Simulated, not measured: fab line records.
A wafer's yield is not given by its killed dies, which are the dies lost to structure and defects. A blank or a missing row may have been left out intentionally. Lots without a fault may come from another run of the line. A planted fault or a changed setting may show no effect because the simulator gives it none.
Which tool did it? + flow sfqLine + 7 lots with 20 wafers sampled at 2 steps, on a route of 325 steps

## WHAT THE GAUGES READ, wafer by wafer
SFQ_M7_RS_MEAS_943: a four-point-probe measurement.
| lot  | measured     | on           | M7_NB_RS (ohm/sq) |
|------|--------------|--------------|-------------------|
| L829 | day 69 07:20 | filmMetro-04 | 0.899 0.912 0.908 |
| L832 | day 69 22:59 | filmMetro-04 | 0.862 0.875 0.869 |
| L835 | day 74 05:47 | filmMetro-03 | 0.876 0.890 0.888 |
| L838 | day 76 12:56 | filmMetro-03 | 0.881 0.866 0.879 |
| L840 | day 76 19:47 | filmMetro-03 | 0.885 0.909 0.895 |
| L843 | day 77 03:34 | filmMetro-03 | 0.875 0.823       |
| L850 | day 77 20:59 | filmMetro-04 | 0.898 0.910 0.888 |

## WHICH TOOL RAN EACH LOT (tool, then ch and the chambers of the sampled wafers, then the start)
| lot  | SFQ_TRILAYER_M7_DEP_SPUTTER_175 |
|------|---------------------------------|
| L829 | pvdSputter-06, day 69 07:13     |
| L832 | pvdSputter-05, day 69 22:54     |
| L835 | pvdSputter-06, day 74 05:41     |
| L838 | pvdSputter-04, day 76 12:50     |
| L840 | pvdSputter-04, day 76 19:41     |
| L843 | pvdSputter-04, day 77 03:29     |
| L850 | pvdSputter-05, day 77 20:53     |
- SFQ_TRILAYER_M7_DEP_SPUTTER_175: material Nb, target thk 200 nm, time 133.3 s.

## THE ANSWER, worked out from the rows above alone
Rule: the lots themselves supply what counts as usual. The widest of any qualifying gaps counts: lots, ordered by their means at a reading, are off when they make up no more than a third of the lots, leave a main group of 4 or more, and stand apart from it by 3 or more times the standard deviation of that group's means. The tables above print the reading to a certain number of digits; a main group whose means all agree to those digits is not used. Also off: a lot with no number at a reading for which 4 or more lots have one. All remaining lots with rows at the step are treated as sound.
Across all readings shown, no lot is off: no conclusion can be drawn from this.

## WHAT THE SIMULATOR HAD INSERTED
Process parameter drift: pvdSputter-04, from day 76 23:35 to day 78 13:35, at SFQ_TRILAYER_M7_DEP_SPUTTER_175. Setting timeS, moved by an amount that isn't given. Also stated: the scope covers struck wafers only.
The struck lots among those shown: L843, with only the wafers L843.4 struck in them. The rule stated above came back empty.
